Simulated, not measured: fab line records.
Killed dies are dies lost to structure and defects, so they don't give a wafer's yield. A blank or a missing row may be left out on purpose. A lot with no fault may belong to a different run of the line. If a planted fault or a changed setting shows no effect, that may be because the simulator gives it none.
The tool behind it: which one? / flow gf180mcu / 18 wafers from 6 lots sampled at 3 of the route's 602 steps

## WHAT EACH GAUGE READ, for each wafer
GF_VT_IMPLANT_RS_MEAS_47: measures by four-point-probe.
lot=L556; measured=day 8 08:47; on=filmMetro-02; NWELL_RS (ohm/sq)=489.4 488.2 488.3
lot=L560; measured=day 9 02:05; on=filmMetro-02; NWELL_RS (ohm/sq)=486.6 486.9 487.9
lot=L561; measured=day 9 12:37; on=filmMetro-02; NWELL_RS (ohm/sq)=488.3 489.5 490.6
lot=L572; measured=day 12 08:49; on=filmMetro-01; NWELL_RS (ohm/sq)=481.4 479.9 479.4
lot=L576; measured=day 13 07:50; on=filmMetro-04; NWELL_RS (ohm/sq)=487.5 487.5 488.1
lot=L578; measured=day 13 19:30; on=filmMetro-02; NWELL_RS (ohm/sq)=490.0 488.4 488.2

## WHAT TOOL EACH LOT RAN ON (gives the tool, then ch and the chambers of the sampled wafers, and finally the start)
lot=L556; GF_NWELL_IMPLANT_09=implanter-02 ch 0, day 4 01:40; GF_MVPSD_STRIP_10=plasmaAsher-01 ch 0,1, day 5 19:34
lot=L560; GF_NWELL_IMPLANT_09=implanter-02 ch 0, day 4 10:19; GF_MVPSD_STRIP_10=plasmaAsher-04 ch 1, day 6 09:40
lot=L561; GF_NWELL_IMPLANT_09=implanter-02 ch 0, day 5 00:07; GF_MVPSD_STRIP_10=plasmaAsher-04 ch 0,1, day 6 20:27
lot=L572; GF_NWELL_IMPLANT_09=implanter-02 ch 0, day 7 06:43; GF_MVPSD_STRIP_10=plasmaAsher-03 ch 0,1, day 9 08:30
lot=L576; GF_NWELL_IMPLANT_09=implanter-04 ch 0, day 8 02:15; GF_MVPSD_STRIP_10=plasmaAsher-04 ch 1, day 10 05:37
lot=L578; GF_NWELL_IMPLANT_09=implanter-04 ch 0, day 8 12:31; GF_MVPSD_STRIP_10=plasmaAsher-01 ch 0,1, day 10 16:52
- GF_NWELL_IMPLANT_09
- GF_MVPSD_STRIP_10: strips in O2/N2.

## THE ANSWER, worked out from the rows above alone
Rule: what is usual is taken from the lots themselves. Put in order of their means at a reading, lots are off if they are a third of the lots or fewer, leave a main group of 4 or more, and stand apart from it by a gap of 3 or more times the standard deviation of the main group's means; of several such gaps the widest counts. Not used: any main group whose means are identical at the precision the tables above print for the reading. A lot without any number at a reading at which 4 lots or more have one is off too. All remaining lots with rows at the step are treated as sound.
Off: L572, at GF_VT_IMPLANT_RS_MEAS_47 (NWELL_RS). Mean 488.4 ohm/sq and standard deviation 0.84 in the main group.
A tool fits if, at a process step before that reading, it ran every lot that is off, and no sound lot after the first of them. The gauges at GF_VT_IMPLANT_RS_MEAS_47 are tried like those tools. Can't be told from this: 3 tools fit, implanter-02 at GF_NWELL_IMPLANT_09, plasmaAsher-03 at GF_MVPSD_STRIP_10, filmMetro-01 at GF_VT_IMPLANT_RS_MEAS_47.

## WHAT THE SIMULATOR PUT IN
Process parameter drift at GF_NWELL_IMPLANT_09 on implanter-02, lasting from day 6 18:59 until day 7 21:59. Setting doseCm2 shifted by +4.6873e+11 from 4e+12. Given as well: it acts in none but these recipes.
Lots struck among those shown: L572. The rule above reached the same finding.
